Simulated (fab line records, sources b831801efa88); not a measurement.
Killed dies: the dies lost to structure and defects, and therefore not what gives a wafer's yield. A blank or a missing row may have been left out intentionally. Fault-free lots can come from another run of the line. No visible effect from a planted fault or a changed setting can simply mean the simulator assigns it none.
8D (eight disciplines) problem report, filled in by code | flow sky130 | the parts of the form that need people (team, actions taken, sign-off) are left out

## 1. THE ISSUE
A mean of 133.5 s is read at SKY_FIELD_ISO_ETCH_17 for runLengthS, taken on 1 wafer of 1 lot, against 126.1 s (standard deviation 0.4) on wafers free of any fault. That puts it +19 standard deviations away from the usual mean.
The step: etches Si in HBr/Cl2/O2, target depth 342 nm, time 97.7 s.
The first sign was on wafer L635.1 at day 5 06:38, on rieSi-02. The record has a number at this step for 15 wafers belonging to 5 lots. Rule for "out" (also "out of limits"): further than 4 standard deviations from the usual mean. All remaining wafers that have a number are taken as sound.

## 2. WHAT IT IS, WHAT IT ISN'T
question                    | is               | is not
which readings at this step | runLengthS       | chamberPressureMTorr, drypumpMotorCurrentA, oesProductAu, throttleValvePct
which lots                  | L635             | L622, L623, L643, L644
which wafers of those lots  | L635.1           | L635.2, L635.4
read on which tools         | rieSi-02         | rieSi-01
when                        | from day 5 06:38 | up to then (8 sound wafers); but 6 sound wafers of L643, L644 came after

## 3. SUSPECTS, AND WHAT RULES EACH OUT
Counting: a tool at a process step up to the reading stays a suspect if it ran every lot that is out. Sound lots after the first of them don't rule it out here, since some wafers of a struck lot are sound.
- rieDiel-01 at SKY_FIELD_ISO_ETCH_14 (etches BARC in N2/H2, stops on SiO2, time 45.9 s, target depth 60 nm): kept. It ran the lot that is out, L635 (day 5 06:26).
- rieDiel-01 at SKY_FIELD_ISO_ETCH_15 (etches the open film in CHF3/O2, stops on Si, target depth 180 nm, time 72 s): kept. It ran the lot that is out, L635 (day 5 06:29).
- plasmaAsher-04 at SKY_FIELD_ISO_STRIP_16 (strips in O2/N2): kept. It ran the lot that is out, L635 (day 5 06:32).
- rieSi-02 at SKY_FIELD_ISO_ETCH_17 (etches Si in HBr/Cl2/O2, target depth 342 nm, time 97.7 s): kept. The lot that is out, L635, ran on it at day 5 06:38; the last sound lot it ran before that was L622, at day 2 09:00. On those wafers its own readings are out: runLengthS.
- Within rieDiel-01 at SKY_FIELD_ISO_ETCH_14: the wafers that are out ran in chamber 0; their sound lot-mates ran in chambers 1, 2.
- Within rieDiel-01 at SKY_FIELD_ISO_ETCH_15: the wafers that are out ran in chamber 0; their sound lot-mates ran in chambers 1, 2.
- The sound lot-mates ran in chamber 1 of plasmaAsher-04 at SKY_FIELD_ISO_STRIP_16, but the wafers that are out ran in chamber 0.
- Within rieSi-02 at SKY_FIELD_ISO_ETCH_17: the wafers that are out ran in chamber 3; their sound lot-mates ran in chambers 0, 1.
Left after counting: rieDiel-01 at SKY_FIELD_ISO_ETCH_14, rieDiel-01 at SKY_FIELD_ISO_ETCH_15, plasmaAsher-04 at SKY_FIELD_ISO_STRIP_16, rieSi-02 at SKY_FIELD_ISO_ETCH_17.

## 4. THE CAUSE (what the simulator had put in)
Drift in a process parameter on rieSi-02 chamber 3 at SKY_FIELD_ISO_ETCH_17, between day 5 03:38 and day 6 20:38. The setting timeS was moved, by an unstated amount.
Counting leaves 4 suspects; this tool is one of them.

## 5. THE CHAIN OF EFFECTS, in route order
Rows list readings where the struck wafers' mean (over those with a number) sits beyond 3 standard deviations from the usual. Only readings for which the record gives a usual standard deviation are gone through. hours: the time from each lot's start at the first step in this table that gives one to its start at this step, as a median over the lots. sigmas: the change in usual standard deviations.
hours | step                  | reading       | usual   | on struck wafers | change | sigmas
0     | SKY_FIELD_ISO_ETCH_17 | runLengthS    | 126.1 s | 133.5            | +7.4   | +19
1052  | SKY_PAD_OPEN_PROBE_99 | killedAtOther | 0.2     | 2.0              | +1.8   | +3.4
It contains these process steps:
- SKY_FIELD_ISO_ETCH_17: etches Si in HBr/Cl2/O2, target depth 342 nm, time 97.7 s.
- SKY_PAD_OPEN_PROBE_99

## 6. WHAT WOULD HAVE CAUGHT IT SOONER
The fault began at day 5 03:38; the first out-of-limits reading in this record came at day 5 06:38, 3 hours later.
